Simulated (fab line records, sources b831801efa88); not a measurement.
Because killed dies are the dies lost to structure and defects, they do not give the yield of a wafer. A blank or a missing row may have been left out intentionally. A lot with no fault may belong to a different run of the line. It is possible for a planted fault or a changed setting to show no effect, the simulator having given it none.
A struck lot beside a sound one	flow sky130	15 out of 708 route steps
Sound: the wafers L253.1, L253.3, L253.4. Wafers L252.1, L252.4, L252.6 were the ones struck. The cause is given at the end.
At each step with rows: each side's tool, then ch and its chambers, then its first start. Under that, the readings that differ: sound wafers	struck wafers	difference of the means	sigmas: that difference in standard deviations of wafers without a fault.
alike: words and numbers the same on both sides, and readings whose means are apart by under 2 such deviations; not compared: readings that were withheld, readings missing a value for some wafer, numbers with overlapping values and no deviation given by the record, and bounds like >300 which may hide the same value.
The two part at a step that has a row with sigmas, a row that says differs or no value, or rows on one side only. Numbers that don't overlap but have no deviation are shown without sigmas and don't part them. A reading missing from all wafers of one side parts the sides only when that side holds two or more wafers.

first, 4 steps without rows for these wafers: SKY_VIA3_SOFTBAKE_08 (time 90 s); SKY_VIA3_EXPOSE_09 (exposes mask VIM3, target cd 200 nm); SKY_VIA3_PEB_10; SKY_VIA3_DEVELOP_11 (develop time 60 s).
SKY_VIA3_CD_MEAS_12 targets a cd of 200 nm.
  sound: cd_sem-02 at day 42 13:47; struck: cd_sem-02 at day 42 17:26
  alike: cd_nm
SKY_VIA3_OVL_MEAS_13:
  sound: overlay-02 at day 42 13:55; struck: overlay-01 at day 42 17:34
  alike: VIA3_OVL
SKY_VIA3_ETCH_14: etches BARC in N2/H2, stops on SiO2, time 45.9 s, target depth 60 nm.
  sound on rie_diel-03 ch 1,2,3, day 42 13:57; struck on rie_diel-03 ch 1,3, day 42 17:36
  alike: drypump_motor_current_A, oes_product_au, throttle_valve_pct
  not compared: rf_hours_counter_h
SKY_VIA3_ETCH_15: etches SiO2 in C4F8/O2/Ar, stops on TiN, target depth 507 nm, time 78 s.
  sound on rie_diel-03 ch 1,2,3, day 42 13:59; struck on rie_diel-03 ch 1,3, day 42 17:38
  alike: oes_product_au
  not compared: rf_hours_counter_h
SKY_VIA3_STRIP_16: strips in O2/N2.
  sound on plasma_asher-02 ch 0,1, day 42 14:03; struck on plasma_asher-03 ch 0, day 42 17:42
  alike: drypump_motor_current_A, oes_product_au, strip_time_to_endpoint_s
  not compared: rf_hours_counter_h
then, 3 steps without rows for these wafers: SKY_VIA3_STRIP_17 (strips in post etch residue remover, time 1200 s); SKY_VIA3_CLEAN_18 (cleans in IPA, time 180 s); SKY_VIA3_CLEAN_19 (cleans in O3/DIW).
SKY_VIA3_SPUTTER_20: material TiN, target thk 20 nm, time 80 s.
  sound: pvd_sputter-03 at day 42 15:08; struck: pvd_sputter-03 at day 42 18:21
  no value came back on the struck wafers for cathode_dc_power_W (W), chamber_pressure_pa (Pa), throttle_valve_pct (%); on the sound wafers cathode_dc_power_W (W) reads 3878.1 3878.3 3877.3
SKY_VIA3_CVD_21: deposits W, target thk 390 nm, time 117.31 s.
  sound on cvd_w-02 ch 0,1, day 42 15:12; struck on cvd_w-02 ch 0,1, day 42 18:25
  alike: chamber_pressure_Torr, heater_power_w
-- the record jumps here: 6 days lie between the struck wafers' starts before and after (it left off in module VIA3 and takes up again in module PAD_OPEN, whose first step shown is number 708 of the route) --
SKY_PAD_OPEN_PROBE_99:
  only the struck wafers here have rows in the record (prober-01, day 48 12:56); the sound ones have none

## WHERE THEY PART
At SKY_VIA3_SPUTTER_20 first; at SKY_PAD_OPEN_PROBE_99 last (within this record only).

WHY: whatever the simulator had introduced
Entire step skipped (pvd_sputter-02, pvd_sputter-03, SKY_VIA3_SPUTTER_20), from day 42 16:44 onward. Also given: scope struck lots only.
